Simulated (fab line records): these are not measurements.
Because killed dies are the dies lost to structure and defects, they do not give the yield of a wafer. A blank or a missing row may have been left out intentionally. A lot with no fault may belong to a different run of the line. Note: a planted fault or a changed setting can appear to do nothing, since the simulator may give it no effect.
8D (eight disciplines) problem report, filled in by code :: flow sfq line :: the parts of the form that need people (team, actions taken, sign-off) are left out

## 1. WHAT IS WRONG
Mean M3_NB_RS at SFQ_M3_RS_MEAS_919: 0.950 ohm/sq over 2 wafers in 2 lots; fault-free wafers: 0.891 ohm/sq, standard deviation 0.0077. That puts it +7.6 standard deviations away from the usual mean.
The step: measures by four-point-probe.
First seen on wafer L865.4, day 45 11:47, on film metro-04. Wafers with a number at this step in the record: 42, from 14 lots. By rule, "out" or "out of limits" means more than 4 standard deviations away from the usual mean. All remaining wafers that have a number are taken as sound.

## 2. WHAT IT IS AND WHAT IT IS NOT
question: which readings at this step
is: M3_NB_RS
is not: -

question: which lots
is: L865, L868
is not: L848, L849, L852, L853, L855, L856, L857, L858, L860, L867, L869, L870

question: which wafers of those lots
is: L865.4, L868.1
is not: L865.2, L865.3, L868.2, L868.3

question: read on which gauges
is: film metro-01, film metro-04
is not: film metro-03

question: when
is: from day 45 11:47
is not: up to then (29 sound wafers); but 11 sound wafers of L867, L868, L869, L870 came after

## 3. WHAT RULES OUT EACH SUSPECT
Counting: if a tool at a process step up to the reading ran every lot that is out, it stays a suspect. Sound lots after the first of them don't rule it out here, since some wafers of a struck lot are sound.
- ruled out: the gauge at SFQ_M3_RS_MEAS_919. The wafers that are out were read on 2 gauges (film metro-01, film metro-04).
- pvd sputter-06 at SFQ_TRILAYER_M3_DEP_SPUTTER_073 (material Nb, target thk 200 nm, time 133.3 s): kept. Ran every lot that is out, first one L865 (day 45 11:41); last sound lot up to then L860 (day 44 16:37).
Remaining after the count: pvd sputter-06 at SFQ_TRILAYER_M3_DEP_SPUTTER_073.

## 4. THE CAUSE (what the simulator had put in)
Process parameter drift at SFQ_TRILAYER_M3_DEP_SPUTTER_073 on pvd sputter-06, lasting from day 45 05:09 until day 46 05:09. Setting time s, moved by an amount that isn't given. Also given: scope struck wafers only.
The count eliminated every tool but this one.

## 5. THE CHAIN OF EFFECTS, in route order
Rows list readings where the struck wafers' mean (over those with a number) sits beyond 3 standard deviations from the usual. Scope: only readings with a usual standard deviation given in the record; hours: median across lots of the time from each lot's start at the first step in this table that gives one to its start at this step; sigmas: change in usual standard deviations.
hours: 0
step: SFQ_M3_RS_MEAS_919
reading: M3_NB_RS
usual: 0.891 ohm/sq
on struck wafers: 0.950
change: +0.058
sigmas: +7.6

hours: 123
step: SFQ_TRILAYER_M3_ETCH_METAL_ETCH_078
reading: oes product au
usual: 0.893 a.u.
on struck wafers: 0.863
change: -0.030
sigmas: -4.9
Its process steps:
- SFQ_TRILAYER_M3_ETCH_METAL_ETCH_078: etches Nb in Cl2/Ar, stops on SiO2, target depth 240 nm, time 120 s.
Later steps that measure or inspect, where all struck wafers having a row at the step show a number for every such reading and not one has moved that far: SFQ_I4_BOW_MEAS_927.

## 6. WHAT WOULD HAVE CAUGHT IT SOONER
7 hours passed between the start of the fault at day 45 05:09 and the first reading out of limits at a measuring or inspecting step in this record, taken at day 45 11:47.
Tool readings at SFQ_TRILAYER_M3_DEP_SPUTTER_073 with a usual standard deviation given in the record: none out on any struck wafer, hence no alarm at a limit of 4 standard deviations on them.
Among the 2 lots that are out, L868 began SFQ_TRILAYER_M3_DEP_SPUTTER_073 on pvd sputter-06 after day 45 11:47. It would have been spared by a hold on the tool at that moment.
